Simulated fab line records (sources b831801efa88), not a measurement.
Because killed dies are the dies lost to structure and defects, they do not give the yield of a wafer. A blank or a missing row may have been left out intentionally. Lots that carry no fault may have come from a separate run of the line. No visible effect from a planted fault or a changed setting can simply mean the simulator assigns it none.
Check for tools in common    flow gf180mcu    Lots sampled 12, wafers sampled 36

REASON IT WAS OPENED
GF_POLY_GATE_THK_MEAS_01, reading POLY_GATE_CVD_00_THK: flagged on 1 of 12 lots. Wafers without a fault read 200.7 nm, standard deviation 1.7.
Rule: flag the lot when none of its wafers has a number, or when each of its wafers that has one lies beyond 4 standard deviations from that mean. As for the other lots, they are considered sound.

lot   measured      on             POLY_GATE_CVD_00_THK (nm), wafer by wafer  flag
L345  day 9 01:03   film_metro-01  200.7 202.0 202.6                          
L347  day 9 20:55   film_metro-01  200.9 199.8 199.9                          
L348  day 9 23:58   film_metro-03  204.3 204.9 203.2                          
L349  day 10 05:31  film_metro-03  200.5 200.9 202.9                          
L350  day 10 16:17  film_metro-03  200.4 200.9 201.0                          
L351  day 10 21:11  film_metro-03  203.6 203.8 203.1                          
L352  day 11 02:29  film_metro-03  199.8 199.3 198.4                          
L354  day 11 14:49  film_metro-04  202.3 201.2 201.9                          
L359  day 13 02:36  film_metro-04  247.2 248.1 247.5                          FLAGGED
L363  day 14 05:29  film_metro-03  198.8 200.1 200.2                          
L364  day 14 15:32  film_metro-01  201.0 201.3 200.0                          
L365  day 14 20:29  film_metro-01  196.2 198.4 197.6                          
The mean of the flagged lots' numbers is 247.6 nm, +46.9 nm from the usual (+28 standard deviations).

WHICH TOOL RAN EACH LOT
The record holds 1 process step before the reading, out of a route of 602 steps. Cell contents, in order: the tool; ch with the chambers the sampled wafers went through; the start.
lot   flag     GF_POLY_GATE_CVD_00
L345           lpcvd-01 ch 0, day 8 23:43
L347           lpcvd-01 ch 1, day 9 19:35
L348           lpcvd-02 ch 1, day 9 22:38
L349           lpcvd-01 ch 0, day 10 04:10
L350           lpcvd-01 ch 0, day 10 14:56
L351           lpcvd-02 ch 1, day 10 19:50
L352           lpcvd-01 ch 0, day 11 01:09
L354           lpcvd-02 ch 1, day 11 13:29
L359  FLAGGED  lpcvd-01 ch 1, day 13 01:14
L363           lpcvd-02 ch 0, day 14 04:08
L364           lpcvd-02 ch 1, day 14 14:13
L365           lpcvd-02 ch 0, day 14 19:09
What is done by these steps:
- GF_POLY_GATE_CVD_00: deposits poly-Si, target thk 200 nm, time 1200 s.
- GF_POLY_GATE_THK_MEAS_01

FLAGGED AGAINST TOTAL, ONE TOOL AT A TIME (gauges that did the reading follow at the end)
step                      tool           lots run  flagged  share of the flagged lots  sound lots run after its first flagged lot
GF_POLY_GATE_CVD_00       lpcvd-01       6         1        all                        0
GF_POLY_GATE_CVD_00       lpcvd-02       6         0        none                       -
GF_POLY_GATE_THK_MEAS_01  film_metro-01  4         0        none                       -
GF_POLY_GATE_THK_MEAS_01  film_metro-03  6         0        none                       -
GF_POLY_GATE_THK_MEAS_01  film_metro-04  2         1        all                        0

THE TABLE: WHAT IT ALLOWS
In 2 table rows, all flagged lots were run: lpcvd-01 (GF_POLY_GATE_CVD_00), film_metro-04 (GF_POLY_GATE_THK_MEAS_01).
- lpcvd-01 at GF_POLY_GATE_CVD_00 ran 6 lots, 1 of them flagged. It ran its last sound lot, L352, at day 11 01:09 and its first flagged lot, L359, at day 13 01:14: a fault with its onset between the two fits. Its own readings lie more than 4 standard deviations out on every wafer of the flagged lots: spike_tc_centre_C, spike_tc_lower_C, spike_tc_upper_C, susceptor_temp_C.
- film_metro-04 at GF_POLY_GATE_THK_MEAS_01 ran 2 lots, 1 of them flagged. It ran its last sound lot, L354, at day 11 14:49 and its first flagged lot, L359, at day 13 02:36: a fault with its onset between the two fits.
These 2 tools cannot be told apart by counting lots, since each of them fits a fault that started at some hour. More lots, or a look at what each step does to the wafer, might.

WHAT THE SIMULATOR PUT IN
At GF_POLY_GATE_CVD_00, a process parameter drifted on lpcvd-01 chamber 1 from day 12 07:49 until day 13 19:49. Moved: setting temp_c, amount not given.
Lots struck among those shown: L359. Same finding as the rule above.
